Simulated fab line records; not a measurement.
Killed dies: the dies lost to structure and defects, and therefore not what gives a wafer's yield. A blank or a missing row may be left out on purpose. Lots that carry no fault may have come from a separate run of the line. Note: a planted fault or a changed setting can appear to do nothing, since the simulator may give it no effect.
Which tool was responsible?	flow gf180mcu	24 lots, 72 wafers sampled, at 5 steps of a route of 602

== WHAT THE GAUGES SHOWED, per wafer ==
GF_V5_THK_MEAS_01.
lot	measured	on	V5_CVD_00_THK (nm)
L074	day 25 21:14	film-metro-04	297 304 299
L075	day 26 11:39	film-metro-02	305 298 302
L076	day 26 14:26	film-metro-03	300 296 301
L077	day 27 01:26	film-metro-03	304 297 300
L078	day 27 10:18	film-metro-02	300 300 298
L079	day 27 19:35	film-metro-03	301 306 301
L080	day 28 00:08	film-metro-03	303 305 301
L081	day 28 13:25	film-metro-02	301 304 303
L082	day 28 14:26	film-metro-02	300 304 304
L083	day 29 03:13	film-metro-02	305 301 297
L084	day 29 07:32	film-metro-02	301 299 302
L085	day 29 20:32	film-metro-04	298 302 301
L086	day 29 21:01	film-metro-02	300 301 295
L087	day 30 08:16	film-metro-04	294 301 300
L088	day 30 14:52	film-metro-04	297 295 299
L089	day 30 23:43	film-metro-04	296 296 301
L090	day 31 13:04	film-metro-04	305 306 296
L091	day 31 20:11	film-metro-02	298 304 300
L092	day 32 01:32	film-metro-02	297 297 297
L093	day 32 03:26	film-metro-02	293 298 295
L094	day 32 06:43	film-metro-04	296 298 296
L095	day 32 10:02	film-metro-03	299 297 296
L096	day 32 15:26	film-metro-02	295 295 295
L097	day 33 00:20	film-metro-04	302 297 301

GF_V5_OVL_MEAS_15.
lot	measured	on	V5_OVL (nm)
L074	day 26 18:44	overlay-02	-4 -7 -6
L075	day 27 08:44	overlay-02	0 -14 -5
L076	day 27 11:22	overlay-01	-6 -9 -5
L077	day 27 22:02	overlay-02	-14 -10 -13
L078	day 28 06:42	overlay-02	-8 -5 -8
L079	day 28 16:00	overlay-02	-6 -7 -2
L080	day 28 20:12	overlay-02	-14 -9 -7
L081	day 29 09:44	overlay-02	-15 -4 -16
L082	day 29 10:44	overlay-02	-2 -1 -6
L083	day 29 22:20	overlay-01	2 0 -7
L084	day 30 02:25	overlay-02	-1 -6 -1
L085	day 30 15:20	overlay-02	4 3 -2
L086	day 30 15:41	overlay-01	-9 -3 -3
L087	day 31 02:01	overlay-01	-8 -13 0
L088	day 31 09:02	overlay-01	-15 0 -5
L089	day 31 17:29	overlay-02	4 -1 -12
L090	day 32 06:43	overlay-01	-6 -14 -18
L091	day 32 13:34	overlay-02	-6 -1 -10
L092	day 32 18:26	overlay-01	-5 -6 -7
L093	day 32 20:49	overlay-02	0 -8 -8
L094	day 32 23:29	overlay-01	-16 -15 -10
L095	day 33 05:19	overlay-02	-3 -10 -5
L096	day 33 08:06	overlay-02	-17 -4 -2
L097	day 33 15:50	overlay-02	0 3 -7

== WHICH TOOL RAN EACH LOT (tool, then ch and the chambers of the sampled wafers, then the start) ==
lot	GF_V4_SPUTTER_22	GF_MIM_SPUTTER_00	GF_M5_METAL_ETCH_10
L074	pvd-sputter-04, day 24 00:25	pvd-sputter-02, day 24 01:04	rie-metal-03 ch 0,1, day 25 20:31
L075	pvd-sputter-01, day 24 15:33	pvd-sputter-02, day 24 16:11	rie-metal-02 ch 0,1, day 26 10:55
L076	pvd-sputter-01, day 24 17:41	pvd-sputter-02, day 24 18:19	rie-metal-03 ch 0,1, day 26 13:43
L077	pvd-sputter-01, day 25 05:20	pvd-sputter-01, day 25 05:58	rie-metal-03 ch 0,1, day 27 00:43
L078	pvd-sputter-03, day 25 14:38	pvd-sputter-04, day 25 15:16	rie-metal-01 ch 0,1, day 27 09:37
L079	pvd-sputter-01, day 26 01:07	pvd-sputter-04, day 26 01:45	rie-metal-01 ch 0,1, day 27 18:52
L080	pvd-sputter-03, day 26 04:56	pvd-sputter-01, day 26 05:35	rie-metal-01 ch 0,1, day 27 23:25
L081	pvd-sputter-03, day 26 19:52	pvd-sputter-02, day 26 20:31	rie-metal-01 ch 0,1, day 28 12:40
L082	pvd-sputter-01, day 26 20:28	pvd-sputter-01, day 26 21:07	rie-metal-02 ch 0, day 28 13:34
L083	pvd-sputter-04, day 27 10:19	pvd-sputter-01, day 27 11:07	rie-metal-03 ch 0,1, day 29 02:25
L084	pvd-sputter-03, day 27 15:13	pvd-sputter-04, day 27 15:51	rie-metal-02 ch 0, day 29 06:40
L085	pvd-sputter-01, day 28 04:05	pvd-sputter-01, day 28 04:43	rie-metal-02 ch 0,1, day 29 19:49
L086	pvd-sputter-03, day 28 04:46	pvd-sputter-01, day 28 05:24	rie-metal-03 ch 0,1, day 29 20:19
L087	pvd-sputter-04, day 28 17:13	pvd-sputter-01, day 28 17:50	rie-metal-02 ch 0,1, day 30 07:31
L088	pvd-sputter-04, day 28 23:11	pvd-sputter-01, day 28 23:49	rie-metal-03 ch 0,1, day 30 14:07
L089	pvd-sputter-01, day 29 10:10	pvd-sputter-01, day 29 10:48	rie-metal-02 ch 0,1, day 30 22:59
L090	pvd-sputter-01, day 29 22:45	pvd-sputter-04, day 29 23:38	rie-metal-03 ch 0,1, day 31 12:14
L091	pvd-sputter-04, day 30 07:53	pvd-sputter-02, day 30 08:31	rie-metal-01 ch 0,1, day 31 19:28
L092	pvd-sputter-01, day 30 12:56	pvd-sputter-02, day 30 13:34	rie-metal-01 ch 1, day 32 00:49
L093	pvd-sputter-01, day 30 15:28	pvd-sputter-01, day 30 16:08	rie-metal-03 ch 0,1, day 32 02:46
L094	pvd-sputter-01, day 30 18:14	pvd-sputter-04, day 30 18:52	rie-metal-02 ch 1, day 32 05:46
L095	pvd-sputter-04, day 30 21:11	pvd-sputter-01, day 30 21:49	rie-metal-01 ch 0,1, day 32 09:17
L096	pvd-sputter-01, day 31 03:32	pvd-sputter-02, day 31 04:10	rie-metal-03 ch 0,1, day 32 14:44
L097	pvd-sputter-04, day 31 12:43	pvd-sputter-02, day 31 13:21	rie-metal-02 ch 1, day 32 23:22
- GF_V4_SPUTTER_22: material TiN, target thk 10 nm, time 40 s.
- GF_MIM_SPUTTER_00: material Ti, target thk 37.5 nm, time 150 s.
- GF_M5_METAL_ETCH_10: etches the open film in Cl2/BCl3, stops on SiO2, target depth 750.8 nm, time 125.1 s.

== WHAT THE TOOLS THEMSELVES READ (means of the sampled wafers that have a number; where no wafer has one, the mark that the record gives instead) ==
GF_V4_SPUTTER_22.
lot	tool	throttle-valve-pct (%)
L074	pvd-sputter-04	29.3
L075	pvd-sputter-01	29.6
L076	pvd-sputter-01	29.0
L077	pvd-sputter-01	28.9
L078	pvd-sputter-03	30.3
L079	pvd-sputter-01	29.4
L080	pvd-sputter-03	30.2
L081	pvd-sputter-03	30.3
L082	pvd-sputter-01	30.9
L083	pvd-sputter-04	29.4
L084	pvd-sputter-03	30.4
L085	pvd-sputter-01	30.4
L086	pvd-sputter-03	30.4
L087	pvd-sputter-04	28.6
L088	pvd-sputter-04	28.5
L089	pvd-sputter-01	30.1
L090	pvd-sputter-01	29.5
L091	pvd-sputter-04	29.1
L092	pvd-sputter-01	30.3
L093	pvd-sputter-01	29.6
L094	pvd-sputter-01	29.9
L095	pvd-sputter-04	29.1
L096	pvd-sputter-01	30.2
L097	pvd-sputter-04	28.2

GF_MIM_SPUTTER_00.
lot	tool	throttle-valve-pct (%)
L074	pvd-sputter-02	28.8
L075	pvd-sputter-02	29.8
L076	pvd-sputter-02	29.0
L077	pvd-sputter-01	29.4
L078	pvd-sputter-04	29.2
L079	pvd-sputter-04	28.4
L080	pvd-sputter-01	29.4
L081	pvd-sputter-02	29.5
L082	pvd-sputter-01	30.2
L083	pvd-sputter-01	30.1
L084	pvd-sputter-04	29.2
L085	pvd-sputter-01	30.5
L086	pvd-sputter-01	30.3
L087	pvd-sputter-01	30.2
L088	pvd-sputter-01	30.2
L089	pvd-sputter-01	29.5
L090	pvd-sputter-04	30.2
L091	pvd-sputter-02	29.0
L092	pvd-sputter-02	30.0
L093	pvd-sputter-01	30.3
L094	pvd-sputter-04	28.3
L095	pvd-sputter-01	29.5
L096	pvd-sputter-02	29.9
L097	pvd-sputter-02	29.5

GF_M5_METAL_ETCH_10.
lot	tool	chamber-pressure-mTorr (mTorr)	drypump-motor-current-A (A)	oes-product-au (a.u.)	throttle-valve-pct (%)
L074	rie-metal-03	7.999	6.0	0.992	28.227
L075	rie-metal-02	8.005	5.4	0.991	28.224
L076	rie-metal-03	8.006	5.8	0.991	28.240
L077	rie-metal-03	8.008	5.9	0.990	28.233
L078	rie-metal-01	7.999	5.4	0.994	28.231
L079	rie-metal-01	7.993	5.5	0.991	28.222
L080	rie-metal-01	8.000	5.4	0.990	28.234
L081	rie-metal-01	8.006	5.4	0.988	28.222
L082	rie-metal-02	8.000	5.8	0.996	28.226
L083	rie-metal-03	8.002	6.0	0.988	28.227
L084	rie-metal-02	7.999	5.8	0.990	28.233
L085	rie-metal-02	8.001	5.6	0.991	28.232
L086	rie-metal-03	8.001	5.8	0.990	28.239
L087	rie-metal-02	8.004	5.6	0.996	28.231
L088	rie-metal-03	8.004	5.8	0.993	28.223
L089	rie-metal-02	8.002	5.4	0.992	28.231
L090	rie-metal-03	8.011	5.8	0.989	28.226
L091	rie-metal-01	7.994	5.4	0.996	28.228
L092	rie-metal-01	8.007	5.4	0.993	28.228
L093	rie-metal-03	7.999	6.0	0.988	28.225
L094	rie-metal-02	8.002	5.3	0.992	28.222
L095	rie-metal-01	8.001	5.4	0.993	28.216
L096	rie-metal-03	8.006	6.0	0.988	28.228
L097	rie-metal-02	7.991	5.2	0.993	28.237

== THE ANSWER, worked out from the rows above alone ==
Rule: the lots themselves supply what counts as usual. Put in order of their means at a reading, lots are off if they are a third of the lots or fewer, leave a main group of 4 or more, and stand apart from it by a gap of 3 or more times the standard deviation of the main group's means; of several such gaps the widest counts. If all means in a main group match to the digits the tables above print for the reading, that group is not used. A lot without any number at a reading at which 4 lots or more have one is off too. The other lots that the step has rows for count as sound. The gauges are gone through in route order, then the tools' own readings, and for those a lot's mean is taken as printed above. At the first step where some lot is off, the reading lying furthest off is the one used; lots without a number count as furthest.
Nothing can be told from this: no lot is off at any reading shown.

== WHAT WAS PUT IN BY THE SIMULATOR ==
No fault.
